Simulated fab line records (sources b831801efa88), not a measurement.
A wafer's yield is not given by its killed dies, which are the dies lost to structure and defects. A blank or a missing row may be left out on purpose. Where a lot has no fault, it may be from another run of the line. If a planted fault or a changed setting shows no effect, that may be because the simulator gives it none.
Problem report in the 8D (eight disciplines) form, filled by code	flow gf180mcu	the parts of the form that need people (team, actions taken, sign-off) are left out

1. WHAT WENT WRONG
Mean VT_IMPLANT_2_TW at GF_VT_IMPLANT_TW_MEAS_21: 1178 over 6 wafers in 2 lots; fault-free wafers: 1222, standard deviation 5.3. That puts it -8.3 standard deviations away from the usual mean.
First seen on wafer L911.2, day 9 05:30, on film metro-01. Wafers with a number at this step in the record: 42, from 14 lots. The rule behind "out" and "out of limits": a value lying over 4 standard deviations away from the usual mean. All remaining wafers that have a number are taken as sound.

2. WHAT THIS IS AND IS NOT
question	is	is not
which readings at this step	VT_IMPLANT_2_TW	-
which lots	L911, L912	L901, L902, L903, L904, L906, L914, L916, L918, L921, L922, L923, L924
which wafers of those lots	all that have a number	-
read on which gauges	film metro-01, film metro-02	film metro-04
when	from day 9 05:30	up to then (15 sound wafers); but 21 sound wafers of L914, L916, L918, L921, L922, L923, L924 came after

3. SUSPECTS, AND WHAT RULES EACH OUT
Counting: a tool stays on the suspect list if, at a process step up to the reading, it processed all lots that are out and no sound lot following the first of them.
- the gauge at GF_VT_IMPLANT_TW_MEAS_21 has been ruled out. The wafers that are out were read on 2 gauges (film metro-01, film metro-02).
- implanter-03 at GF_VT_IMPLANT_IMPLANT_19: ruled out as a lasting fault. Following L911 (day 9 05:16), the first lot on it that is out, the sound lots L924 were run on it.
Left after counting: nothing in the record.

4. THE CAUSE (what the simulator had put in)
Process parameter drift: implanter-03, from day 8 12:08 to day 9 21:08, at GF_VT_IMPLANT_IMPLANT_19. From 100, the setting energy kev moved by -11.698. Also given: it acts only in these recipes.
It was ruled out by counting, in error; the rule expects a fault to strike all lots run on its tool from its start on, and this fault did not.

5. THE EFFECT CHAIN, in route order
Each row: a reading whose mean over the struck wafers that have a number lies more than 3 standard deviations from the usual. Only readings whose record carries a usual standard deviation are examined. hours: median over the lots of the time between each lot's start at the first step of this table that gives one and its start at this step. sigmas: the change, counted in usual standard deviations.
hours	step	reading	usual	on struck wafers	change	sigmas
0	GF_VT_IMPLANT_IMPLANT_19	beam energy keV	100.00	88.32	-11.68	-99 or more
0	GF_VT_IMPLANT_TW_MEAS_21	VT_IMPLANT_2_TW	1222	1178	-44	-8.3
The process steps in it:
- GF_VT_IMPLANT_IMPLANT_19

6. WHAT WOULD HAVE CAUGHT IT SOONER
17 hours passed between the start of the fault at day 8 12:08 and the first reading out of limits at a measuring or inspecting step in this record, taken at day 9 05:30.
At GF_VT_IMPLANT_IMPLANT_19, the tool's own readings (beam energy keV) were out on each struck wafer the step has a row for, so an alarm limit on them would have fired on the first such wafer.
